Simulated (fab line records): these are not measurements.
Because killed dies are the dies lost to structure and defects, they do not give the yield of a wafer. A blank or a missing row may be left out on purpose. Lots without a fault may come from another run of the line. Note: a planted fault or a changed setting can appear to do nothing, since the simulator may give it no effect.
fab line records + flow sky130
record
- lots=10
- wafers=30
- last-day=50
route steps=708 shown LOCAL_INTERCONNECT@389 METAL1@434 PAD_OPEN@708
lots that met no fault: from a run of the same line without faults
start-h: hours from the record's first day to the start of the lot's first wafer shown + wait-h: hours elapsed since this lot's preceding step + " unchanged from the row above + L1.1+2: a row that stands for several wafers + - no value, or no start given + * or withheld: withheld + < > ~ a bound
route shown NAME@n: names a module that has steps shown in the file, with the first one's number in the route + usual: the fault-free wafers' mean and standard deviation + same: alike in all rows + chamber/n: place in a boat + sites: each site's reading + _std_site: the values' standard deviation + _edge_site: the outer-site mean with the inner-site mean subtracted + radius-mm: how far each site lies from the wafer's centre + mask NAME#n: copy n + behind: the most recent tool/chamber to have shaped the wafer + hold: the reason the lot was held/the length of the hold in hours/how it ended + device: the n, p or np transistor that did not switch + end of line: the route-end tests of the same wafers + step lacking rows: just its recipe + killed: dies lost to structure and defects at the first sort, not the wafer's yield + map: per-die view of a wafer (x killed, . not killed, _ where there is no die)
set.NAME: the setting as run; set.NAME@STEP: as run at that earlier step + model.NAME: the simulator's own value behind a step, which no gauge read
a sample of lots followed through the steps of the route, with each step as a table and each wafer as a row
services: the hour from which a tool's chamber was out of use, counted from the record's first day as start-h (under 0 if before that day), plus the number of hours and why
## steps
# step SKY_LOCAL_INTERCONNECT_THK_MEAS_02
# recipe
- thk-meas-gauge=xrf
- reads=TiN_of_LOCAL_INTERCONNECT_SPUTTER_00
# usual
- LOCAL_INTERCONNECT_TIN_THK=99.5/1.7
| lot.wafer | tool          | chamber | start-h | wait-h | LOCAL_INTERCONNECT_TIN_THK[nm] |
|-----------|---------------|---------|---------|--------|--------------------------------|
| L864.1    | film-metro-01 | -       | 691.12  | 0.1    | 98.9                           |
| L864.3    | "             | -       | "       | "      | 100.0                          |
| L864.6    | "             | -       | "       | "      | 99.9                           |
| L867.2    | film-metro-03 | -       | 709.29  | 0.1    | 97.3                           |
| L867.3    | "             | -       | "       | "      | 98.8                           |
| L867.4    | "             | -       | "       | "      | 98.9                           |
| L866.2    | film-metro-01 | -       | 712.43  | 0.1    | 99.1                           |
| L866.3    | "             | -       | "       | "      | 98.9                           |
| L866.5    | "             | -       | "       | "      | 99.1                           |
| L868.1    | film-metro-04 | -       | 715.68  | 0.1    | 100.1                          |
| L868.5    | "             | -       | "       | "      | 100.8                          |
| L868.6    | "             | -       | "       | "      | 99.7                           |
| L877.2    | film-metro-04 | -       | 781.92  | 0.1    | 102.4                          |
| L877.4    | "             | -       | "       | "      | 101.1                          |
| L877.6    | "             | -       | "       | "      | 99.4                           |
| L881.2    | film-metro-03 | -       | 811.49  | 0.1    | 97.9                           |
| L881.4    | "             | -       | "       | "      | 97.5                           |
| L881.6    | "             | -       | "       | "      | 97.4                           |
| L884.1    | film-metro-04 | -       | 833.90  | 0.1    | 99.4                           |
| L884.2    | "             | -       | "       | "      | 99.4                           |
| L884.4    | "             | -       | "       | "      | 98.9                           |
| L885.2    | film-metro-03 | -       | 846.57  | 0.1    | 97.2                           |
| L885.3    | "             | -       | "       | "      | 98.3                           |
| L885.6    | "             | -       | "       | "      | 96.7                           |
| L886.1    | film-metro-04 | -       | 849.45  | 0.1    | 102.0                          |
| L886.3    | "             | -       | "       | "      | 99.5                           |
| L886.5    | "             | -       | "       | "      | 97.7                           |
| L887.2    | film-metro-04 | -       | 853.94  | 0.1    | 98.9                           |
| L887.3    | "             | -       | "       | "      | 97.7                           |
| L887.4    | "             | -       | "       | "      | 101.8                          |
# step SKY_LOCAL_INTERCONNECT_ETCH_13
# recipe
- chemistry=N2/H2
- target=BARC
- ion-energy-ev=200
- bias-w=100
- pressure-mtorr=30
- n2-flow-sccm=100
- h2-flow-sccm=200
- icp-w=500
- stop-on=SiO2
- time-s=45.9
- target-depth-a=600
# usual
- drypump-motor-current-A=5.7/0.35
- oes-product-au=0.855/0.0048
- throttle-valve-pct=13.225/0.009
# same
- time-s=45.9
| lot.wafer | tool         | chamber | start-h | wait-h | drypump-motor-current-A | oes-product-au | rf-hours-counter-h | throttle-valve-pct |
|-----------|--------------|---------|---------|--------|-------------------------|----------------|--------------------|--------------------|
| L864.1    | rie-metal-03 | 1       | 719.01  | 0.0    | 6.3                     | 0.866          | 0                  | 13.215             |
| L864.3    | "            | 0       | "       | "      | 5.4                     | 0.849          | -                  | 13.232             |
| L864.6    | "            | 1       | "       | "      | 6.2                     | 0.852          | -                  | 13.219             |
| L867.2    | rie-metal-01 | 0       | 737.12  | 0.0    | 5.7                     | 0.863          | 2                  | 13.230             |
| L867.3    | "            | 1       | "       | "      | 5.2                     | 0.856          | -                  | 13.229             |
| L867.4    | "            | 0       | "       | "      | 5.7                     | 0.850          | -                  | 13.218             |
| L866.2    | rie-metal-03 | 0       | 740.01  | 0.0    | 5.4                     | 0.855          | 12                 | 13.225             |
| L866.3    | "            | 0       | "       | "      | 5.3                     | 0.854          | -                  | 13.229             |
| L866.5    | "            | 0       | "       | "      | 5.3                     | 0.857          | -                  | 13.225             |
| L868.1    | rie-metal-02 | 1       | 743.67  | 0.0    | 5.8                     | 0.866          | 11                 | 13.203             |
| L868.5    | "            | 0       | "       | "      | 5.8                     | 0.864          | -                  | 13.222             |
| L868.6    | "            | 1       | "       | "      | 5.8                     | 0.857          | -                  | 13.210             |
| L877.2    | rie-metal-01 | 0       | 807.87  | 0.0    | 5.7                     | 0.851          | 4                  | 13.218             |
| L877.4    | "            | 0       | "       | "      | 5.7                     | 0.862          | -                  | 13.219             |
| L877.6    | "            | 1       | "       | "      | 5.2                     | 0.859          | -                  | 13.228             |
| L881.2    | rie-metal-03 | 0       | 837.68  | 0.0    | 5.4                     | 0.859          | 15                 | 13.207             |
| L881.4    | "            | 1       | "       | "      | 6.3                     | 0.855          | -                  | 13.219             |
| L881.6    | "            | 1       | "       | "      | 6.3                     | 0.862          | -                  | 13.234             |
| L884.1    | rie-metal-02 | 0       | 860.67  | 0.0    | 5.7                     | 0.854          | 9                  | 13.225             |
| L884.2    | "            | 1       | "       | "      | 5.8                     | 0.856          | 15                 | 13.223             |
| L884.4    | "            | 1       | "       | "      | 5.8                     | 0.858          | -                  | 13.214             |
| L885.2    | rie-metal-01 | 1       | 872.82  | 0.0    | 5.2                     | 0.854          | 9                  | 13.213             |
| L885.3    | "            | 1       | "       | "      | 5.2                     | 0.855          | -                  | 13.239             |
| L885.6    | "            | 0       | "       | "      | 5.6                     | 0.848          | -                  | 13.236             |
| L886.1    | rie-metal-01 | 0       | 875.47  | 0.0    | 5.6                     | 0.849          | 7                  | 13.215             |
| L886.3    | "            | 0       | "       | "      | 5.7                     | 0.860          | -                  | 13.211             |
| L886.5    | "            | 1       | "       | "      | 5.2                     | 0.857          | -                  | 13.214             |
| L887.2    | rie-metal-03 | 1       | 880.13  | 0.0    | 6.3                     | 0.862          | 6                  | 13.238             |
| L887.3    | "            | 1       | "       | "      | 6.3                     | 0.855          | -                  | 13.237             |
| L887.4    | "            | 0       | "       | "      | 5.4                     | 0.852          | -                  | 13.227             |
# step SKY_METAL1_SPUTTER_00
# recipe
- material=Ti
- target-thk-nm=15
- power-w=3000
- time-s=10
- chamber-pressure-pa=0.4
# usual
- cathode-dc-power-W=3000.0/0.56
- chamber-pressure-pa=0.3999/0.00071
- throttle-valve-pct=29.7/1.2
- time-s=10/0
| lot.wafer | tool           | chamber | start-h | wait-h | cathode-dc-power-W | chamber-pressure-pa | throttle-valve-pct | time-s |
|-----------|----------------|---------|---------|--------|--------------------|---------------------|--------------------|--------|
| L864.1    | pvd-sputter-03 | -       | 749.54  | 0.1    | 3000.2             | 0.3989              | 29.5               | 10     |
| L864.3    | "              | -       | "       | "      | 2999.0             | 0.4002              | 29.1               | 10     |
| L864.6    | "              | -       | "       | "      | 2999.6             | 0.3999              | 29.9               | 10     |
| L867.2    | pvd-sputter-01 | -       | 767.54  | 0.1    | 2999.5             | 0.3997              | 29.9               | 10     |
| L867.3    | "              | -       | "       | "      | 2999.9             | 0.3989              | 27.9               | 10     |
| L867.4    | "              | -       | "       | "      | 3000.6             | 0.4005              | 28.6               | 10     |
| L866.2    | pvd-sputter-03 | -       | 770.34  | 0.1    | -                  | -                   | -                  | -      |
| L866.3    | "              | -       | "       | "      | -                  | -                   | -                  | -      |
| L866.5    | "              | -       | "       | "      | -                  | -                   | -                  | -      |
| L868.1    | pvd-sputter-03 | -       | 773.95  | 0.2    | -                  | -                   | -                  | -      |
| L868.5    | "              | -       | "       | "      | -                  | -                   | -                  | -      |
| L868.6    | "              | -       | "       | "      | -                  | -                   | -                  | -      |
| L877.2    | pvd-sputter-01 | -       | 836.04  | 0.2    | 3000.8             | 0.4003              | 27.9               | 10     |
| L877.4    | "              | -       | "       | "      | 3000.2             | 0.4003              | 30.0               | 10     |
| L877.6    | "              | -       | "       | "      | 3000.2             | 0.3998              | 30.1               | 10     |
| L881.2    | pvd-sputter-01 | -       | 866.20  | 0.2    | 3000.7             | 0.4007              | 29.8               | 10     |
| L881.4    | "              | -       | "       | "      | 3000.4             | 0.3998              | 31.2               | 10     |
| L881.6    | "              | -       | "       | "      | 2999.6             | 0.3998              | 31.3               | 10     |
| L884.1    | pvd-sputter-03 | -       | 889.30  | 0.1    | 3001.0             | 0.3994              | 29.5               | 10     |
| L884.2    | "              | -       | "       | "      | 3000.1             | 0.3988              | 29.6               | 10     |
| L884.4    | "              | -       | "       | "      | 3000.0             | 0.3999              | 31.3               | 10     |
| L885.2    | pvd-sputter-03 | -       | 901.02  | 0.2    | 3000.3             | 0.3998              | 31.3               | 10     |
| L885.3    | "              | -       | "       | "      | 3000.2             | 0.3998              | 29.4               | 10     |
| L885.6    | "              | -       | "       | "      | 3000.2             | 0.4005              | 29.3               | 10     |
| L886.1    | pvd-sputter-02 | -       | 904.02  | 0.2    | 3000.5             | 0.3984              | 30.9               | 10     |
| L886.3    | "              | -       | "       | "      | 2999.2             | 0.3999              | 28.7               | 10     |
| L886.5    | "              | -       | "       | "      | 2999.8             | 0.4016              | 31.5               | 10     |
| L887.2    | pvd-sputter-03 | -       | 908.15  | 0.2    | 3000.2             | 0.3994              | 29.6               | 10     |
| L887.3    | "              | -       | "       | "      | 3000.5             | 0.3991              | 28.8               | 10     |
| L887.4    | "              | -       | "       | "      | 2999.5             | 0.4010              | 29.7               | 10     |
# step SKY_METAL1_RS_MEAS_05
# recipe
- thk-meas-gauge=four-point-probe
- reads=TiN_of_METAL1_SPUTTER_04+Ti_of_METAL1_SPUTTER_03+AlCu_of_METAL1_SPUTTER_02+TiN_of_METAL1_SPUTTER_01+Ti_of_METAL1_SPUTTER_00
# usual
- METAL1_ALCU_RS=0.1274/0.002
| lot.wafer | tool          | chamber | start-h | wait-h | hold                     | METAL1_ALCU_RS[ohm/sq] |
|-----------|---------------|---------|---------|--------|--------------------------|------------------------|
| L864.1    | film-metro-01 | -       | 749.68  | 0.0    | -                        | 0.1273                 |
| L864.3    | "             | -       | "       | "      | -                        | 0.1291                 |
| L864.6    | "             | -       | "       | "      | -                        | 0.1274                 |
| L867.2    | film-metro-01 | -       | 767.70  | 0.0    | -                        | 0.1310                 |
| L867.3    | "             | -       | "       | "      | -                        | 0.1294                 |
| L867.4    | "             | -       | "       | "      | -                        | 0.1318                 |
| L866.2    | film-metro-03 | -       | 770.50  | 0.0    | await-dispo/0.2h/release | 0.1265                 |
| L866.3    | "             | -       | "       | "      | await-dispo/0.2h/release | 0.1284                 |
| L866.5    | "             | -       | "       | "      | await-dispo/0.2h/release | 0.1281                 |
| L866.2    | film-metro-03 | -       | 770.79  | 0.3    | -                        | 0.1265                 |
| L866.3    | "             | -       | "       | "      | -                        | 0.1283                 |
| L866.5    | "             | -       | "       | "      | -                        | 0.1281                 |
| L868.1    | film-metro-03 | -       | 774.09  | 0.0    | await-dispo/0.2h/release | 0.1263                 |
| L868.5    | "             | -       | "       | "      | await-dispo/0.2h/release | 0.1254                 |
| L868.6    | "             | -       | "       | "      | await-dispo/0.2h/release | 0.1262                 |
| L868.1    | film-metro-03 | -       | 774.37  | 0.3    | -                        | 0.1264                 |
| L868.5    | "             | -       | "       | "      | -                        | 0.1253                 |
| L868.6    | "             | -       | "       | "      | -                        | 0.1263                 |
| L877.2    | film-metro-02 | -       | 836.20  | 0.0    | -                        | 0.1261                 |
| L877.4    | "             | -       | "       | "      | -                        | 0.1283                 |
| L877.6    | "             | -       | "       | "      | -                        | 0.1289                 |
| L881.2    | film-metro-03 | -       | 866.36  | 0.0    | -                        | 0.1300                 |
| L881.4    | "             | -       | "       | "      | -                        | 0.1266                 |
| L881.6    | "             | -       | "       | "      | -                        | 0.1259                 |
| L884.1    | film-metro-01 | -       | 889.46  | 0.0    | -                        | 0.1277                 |
| L884.2    | "             | -       | "       | "      | -                        | 0.1273                 |
| L884.4    | "             | -       | "       | "      | -                        | 0.1258                 |
| L885.2    | film-metro-01 | -       | 901.20  | 0.0    | -                        | 0.1250                 |
| L885.3    | "             | -       | "       | "      | -                        | 0.1267                 |
| L885.6    | "             | -       | "       | "      | -                        | 0.1267                 |
| L886.1    | film-metro-02 | -       | 904.16  | 0.0    | -                        | 0.1291                 |
| L886.3    | "             | -       | "       | "      | -                        | 0.1252                 |
| L886.5    | "             | -       | "       | "      | -                        | 0.1262                 |
| L887.2    | film-metro-02 | -       | 908.31  | 0.0    | -                        | 0.1254                 |
| L887.3    | "             | -       | "       | "      | -                        | 0.1283                 |
| L887.4    | "             | -       | "       | "      | -                        | 0.1259                 |
# step SKY_METAL1_METAL_ETCH_19
# recipe
- target-depth-a=3600
- stop-on=SiO2
- over-etch-frac=0.3
- time-s=78
- chemistry=Cl2/BCl3
- resist-sidewall-deg=88
- pressure-mtorr=10
- icp-w=900
- bias-w=48.5
- Cl2_flow_sccm=60
- bcl3-flow-sccm=30
# usual
- drypump-motor-current-A=5.7/0.37
- oes-product-au=0.853/0.0067
- throttle-valve-pct=22.265/0.0092
# same
- time-s=78
| lot.wafer | tool         | chamber | start-h | wait-h | drypump-motor-current-A | oes-product-au | rf-hours-counter-h | throttle-valve-pct |
|-----------|--------------|---------|---------|--------|-------------------------|----------------|--------------------|--------------------|
| L864.1    | rie-metal-01 | 1       | 777.16  | 0.0    | 5.2                     | 0.859          | 6                  | 22.259             |
| L864.3    | "            | 0       | "       | "      | 5.7                     | 0.854          | -                  | 22.261             |
| L864.6    | "            | 1       | "       | "      | 5.2                     | 0.847          | -                  | 22.255             |
| L867.2    | rie-metal-04 | 0       | 794.41  | 0.0    | 6.4                     | 0.839          | 14                 | 22.267             |
| L867.3    | "            | 1       | "       | "      | 5.7                     | 0.845          | -                  | 22.261             |
| L867.4    | "            | 0       | "       | "      | 6.5                     | 0.845          | -                  | 22.282             |
| L866.2    | rie-metal-04 | 0       | 796.92  | 0.0    | 6.4                     | 0.860          | 14                 | 22.262             |
| L866.3    | "            | 1       | "       | "      | 5.7                     | 0.856          | -                  | 22.259             |
| L866.5    | "            | 1       | "       | "      | 5.7                     | 0.857          | -                  | 22.270             |
| L868.1    | rie-metal-01 | 1       | 800.39  | 0.0    | 5.2                     | 0.864          | 7                  | 22.255             |
| L868.5    | "            | 1       | "       | "      | 5.2                     | 0.869          | -                  | 22.264             |
| L868.6    | "            | 0       | "       | "      | 5.7                     | 0.863          | -                  | 22.257             |
| L877.2    | rie-metal-01 | 1       | 862.56  | 0.0    | 5.2                     | 0.863          | 9                  | 22.268             |
| L877.4    | "            | 1       | "       | "      | 5.2                     | 0.856          | -                  | 22.272             |
| L877.6    | "            | 0       | "       | "      | 5.6                     | 0.849          | -                  | 22.266             |
| L881.2    | rie-metal-02 | 0       | 890.96  | 0.0    | 5.7                     | 0.852          | 10                 | 22.279             |
| L881.4    | "            | 1       | "       | "      | 5.8                     | 0.858          | -                  | 22.267             |
| L881.6    | "            | 1       | "       | "      | 5.7                     | 0.852          | -                  | 22.280             |
| L884.1    | rie-metal-01 | 1       | 914.69  | 0.0    | 5.2                     | 0.856          | 12                 | 22.264             |
| L884.2    | "            | 0       | "       | "      | 5.6                     | 0.862          | 10                 | 22.261             |
| L884.4    | "            | 0       | "       | "      | 5.7                     | 0.860          | -                  | 22.264             |
| L885.2    | rie-metal-01 | 0       | 926.68  | 0.0    | 5.6                     | 0.860          | 10                 | 22.269             |
| L885.3    | "            | 1       | "       | "      | 5.2                     | 0.851          | -                  | 22.269             |
| L885.6    | "            | 1       | "       | "      | 5.2                     | 0.852          | -                  | 22.252             |
| L886.1    | rie-metal-04 | 1       | 929.96  | 0.0    | 5.7                     | 0.845          | 10                 | 22.260             |
| L886.3    | "            | 0       | "       | "      | 6.5                     | 0.861          | -                  | 22.257             |
| L886.5    | "            | 1       | "       | "      | 5.7                     | 0.847          | -                  | 22.258             |
| L887.2    | rie-metal-04 | 1       | 933.89  | 0.0    | 5.7                     | 0.860          | 10                 | 22.260             |
| L887.3    | "            | 1       | "       | "      | 5.7                     | 0.855          | -                  | 22.267             |
| L887.4    | "            | 0       | "       | "      | 6.4                     | 0.855          | -                  | 22.255             |
# step SKY_PAD_OPEN_PROBE_99
# usual
- defect-limited-yield=82.4/2
- killed_at_M0_to_M3=43/6.7
- killed_at_M4_up=3.2/2.1
- killed-at-contacts=25/5.9
- killed-at-front-end=16/4.7
- killed-at-other=0.3/0.54
- killed-dies=87/9.8
- killed-open=47/6.7
- killed-short=40/6.5
- sort_bin_3_pad_short=0.9/0.45
- sort_bin_5_function=10.5/1.5
- sort_bin_6_memory=6.2/1.2
- sort-n-pass=405/9.8
- sort-yield-pct=82.4/2
# same
- gross-dies=492
- killed-at-back-side=0
- sort_bin_4_leakage[%]=0
- sort_bin_8_speed[%]=0
| lot.wafer | tool      | chamber | start-h | wait-h | defect-limited-yield[%] | killed_at_M0_to_M3 | killed_at_M4_up | killed-at-contacts | killed-at-front-end | killed-at-other | killed-dies | killed-open | killed-short | sort_bin_3_pad_short[%] | sort_bin_5_function[%] | sort_bin_6_memory[%] | sort-n-pass | sort-yield-pct[%] |
|-----------|-----------|---------|---------|--------|-------------------------|--------------------|-----------------|--------------------|---------------------|-----------------|-------------|-------------|--------------|-------------------------|------------------------|----------------------|-------------|-------------------|
| L885.2    | prober-01 | -       | 1197.80 | 0.1    | 86.2                    | 37                 | 2               | 20                 | 8                   | 1               | 68          | 33          | 35           | 0.8                     | 8.7                    | 4.3                  | 424         | 86.2              |
| L885.3    | prober-01 | -       | 1197.85 | 0.2    | 84.1                    | 43                 | 5               | 17                 | 12                  | 1               | 78          | 39          | 39           | 1.8                     | 8.7                    | 5.3                  | 414         | 84.1              |
| L885.6    | prober-01 | -       | 1198.00 | 0.2    | 82.1                    | 53                 | 1               | 12                 | 20                  | 2               | 88          | 44          | 42           | 1.4                     | 10.8                   | 5.7                  | 404         | 82.1              |
| L887.2    | prober-01 | -       | 1201.88 | 0.1    | 82.3                    | 46                 | 4               | 28                 | 9                   | 0               | 87          | 47          | 40           | 0.6                     | 10.8                   | 6.3                  | 405         | 82.3              |
| L887.3    | prober-01 | -       | 1201.93 | 0.2    | 81.1                    | 40                 | 3               | 35                 | 15                  | 0               | 93          | 53          | 40           | 1.0                     | 13.8                   | 4.1                  | 399         | 81.1              |
| L887.4    | prober-01 | -       | 1201.98 | 0.2    | 83.5                    | 51                 | 0               | 19                 | 11                  | 0               | 81          | 52          | 29           | 0.8                     | 10.8                   | 4.9                  | 411         | 83.5              |
# killed by level:class
L885.2 METAL2:geometric-particle:short=9 LI_CONTACT:geometric-particle:open=6 VIA1:geometric-particle:open=6 CONTACT:geometric-particle:open=5 VIA3:geometric-particle:open=5 CONTACT:geometric-particle:short=4 METAL1:geometric-particle:short=4 VIA2:geometric-particle:open=4
L885.3 VIA1:geometric-particle:open=7 VIA3:geometric-particle:open=7 LI_CONTACT:geometric-particle:open=6 METAL2:geometric-particle:short=5 VIA2:geometric-particle:open=5 VIA2:geometric-particle:short=5 FIELD_ISO:geometric-particle:short=4 VIA1:geometric-particle:short=4
L885.6 VIA1:geometric-particle:open=11 METAL1:geometric-particle:short=7 FIELD_ISO:geometric-particle:short=6 METAL2:geometric-particle:short=6 VIA3:geometric-particle:open=6 VIA2:geometric-particle:open=5 FIELD_ISO:geometric-particle:open=4 LI_CONTACT:geometric-particle:open=4
L887.2 VIA1:geometric-particle:open=16 LI_CONTACT:geometric-particle:open=7 CONTACT:geometric-particle:open=7 CONTACT:geometric-particle:short=7 METAL1:geometric-particle:short=7 VIA1:geometric-particle:short=6 METAL2:geometric-particle:short=5 VIA2:geometric-particle:open=4
L887.3 VIA1:geometric-particle:open=10 CONTACT:geometric-particle:open=9 CONTACT:geometric-particle:short=8 LI_CONTACT:geometric-particle:open=7 METAL2:geometric-particle:short=6 LI_CONTACT:geometric-particle:short=5 LOCAL_INTERCONNECT:geometric-particle:short=5 VIA2:geometric-particle:open=5
L887.4 VIA1:geometric-particle:open=16 CONTACT:geometric-particle:open=10 METAL1:geometric-particle:short=9 VIA2:geometric-particle:open=8 POLY_GATE:geometric-particle:open=4 VIA1:geometric-particle:short=4 FIELD_ISO:geometric-particle:short=3 LI_CONTACT:geometric-particle:open=3
## services
| tool           | chamber | start-h | hours | kind           |
|----------------|---------|---------|-------|----------------|
| rie-metal-02   | -       | 815.71  | 0.5   | repair         |
| rie-metal-01   | -       | 827.99  | 2.8   | pm             |
| pvd-sputter-03 | -       | 835.46  | 3.0   | repair         |
| rie-metal-01   | -       | 844.73  | 1.6   | repair         |
| pvd-sputter-03 | -       | 855.34  | 1.8   | repair         |
| rie-metal-04   | 0       | 863.66  | -     | clean          |
| rie-metal-04   | 0       | 863.66  | 17.2  | scheduled-down |
| rie-metal-04   | 0       | 863.66  | 17.2  | vent-cycle     |
| rie-metal-02   | 1       | 868.60  | -     | clean          |
| rie-metal-02   | 1       | 868.60  | 17.7  | scheduled-down |
| rie-metal-02   | 1       | 868.60  | 17.7  | vent-cycle     |
| pvd-sputter-01 | -       | 890.16  | 9.0   | repair         |
| rie-metal-04   | 1       | 896.84  | 24.1  | repair         |
## key
first-sign
- step=SKY_METAL1_SPUTTER_00
- reading=tool-record
- direction=missing
effect
- step=SKY_METAL1_RS_MEAS_05
- reading=visit
- direction=added
met-at SKY_METAL1_SPUTTER_00
struck-lots L866,L868
not-acting-at SKY_LOCAL_INTERCONNECT_THK_MEAS_02,SKY_LOCAL_INTERCONNECT_ETCH_13,SKY_METAL1_METAL_ETCH_19
onset-between 749.54 770.34
fault
- kind=skipped-step-whole
- tool=pvd-sputter-03
- chamber=-
- onset-h=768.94
- steps=SKY_METAL1_SPUTTER_00
- scope=struck-lots-only
